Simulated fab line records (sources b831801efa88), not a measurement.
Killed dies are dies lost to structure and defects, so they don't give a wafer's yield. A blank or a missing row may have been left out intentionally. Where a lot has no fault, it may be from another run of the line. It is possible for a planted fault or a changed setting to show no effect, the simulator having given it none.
Which tool did it? :: flow gf180mcu :: 7 lots, 21 wafers sampled, at 1 step of a route of 602

WHAT THE GAUGES READ, wafer by wafer
GF_POLY_GATE_OVL_MEAS_11.
lot: L959
measured: day 9 11:08
on: overlay-02
POLY_GATE_OVL (nm): 9 12 2

lot: L961
measured: day 10 00:38
on: overlay-02
POLY_GATE_OVL (nm): 14 11 9

lot: L964
measured: day 11 00:07
on: overlay-02
POLY_GATE_OVL (nm): -2 2 8

lot: L974
measured: day 13 22:59
on: overlay-01
POLY_GATE_OVL (nm): 10 11 4

lot: L976
measured: day 14 21:16
on: overlay-01
POLY_GATE_OVL (nm): -1 -7 -6

lot: L978
measured: day 15 05:43
on: overlay-01
POLY_GATE_OVL (nm): 12 5 6

lot: L981
measured: day 16 04:22
on: overlay-01
POLY_GATE_OVL (nm): 6 -2 9

WHICH TOOL RAN EACH LOT (tool, then ch and the chambers of the sampled wafers, then the start)
Before these readings, the record contains no process step.

THE ANSWER, worked out from the rows above alone
Rule: the lots themselves supply what counts as usual. The widest of any qualifying gaps counts: lots, ordered by their means at a reading, are off when they make up no more than a third of the lots, leave a main group of 4 or more, and stand apart from it by 3 or more times the standard deviation of that group's means. Not used: any main group whose means are identical at the precision the tables above print for the reading. A lot without any number at a reading at which 4 lots or more have one is off too. The other lots that the step has rows for count as sound.
No lot is off at any reading shown: from this, nothing can be told.

WHAT THE SIMULATOR HAD PUT IN
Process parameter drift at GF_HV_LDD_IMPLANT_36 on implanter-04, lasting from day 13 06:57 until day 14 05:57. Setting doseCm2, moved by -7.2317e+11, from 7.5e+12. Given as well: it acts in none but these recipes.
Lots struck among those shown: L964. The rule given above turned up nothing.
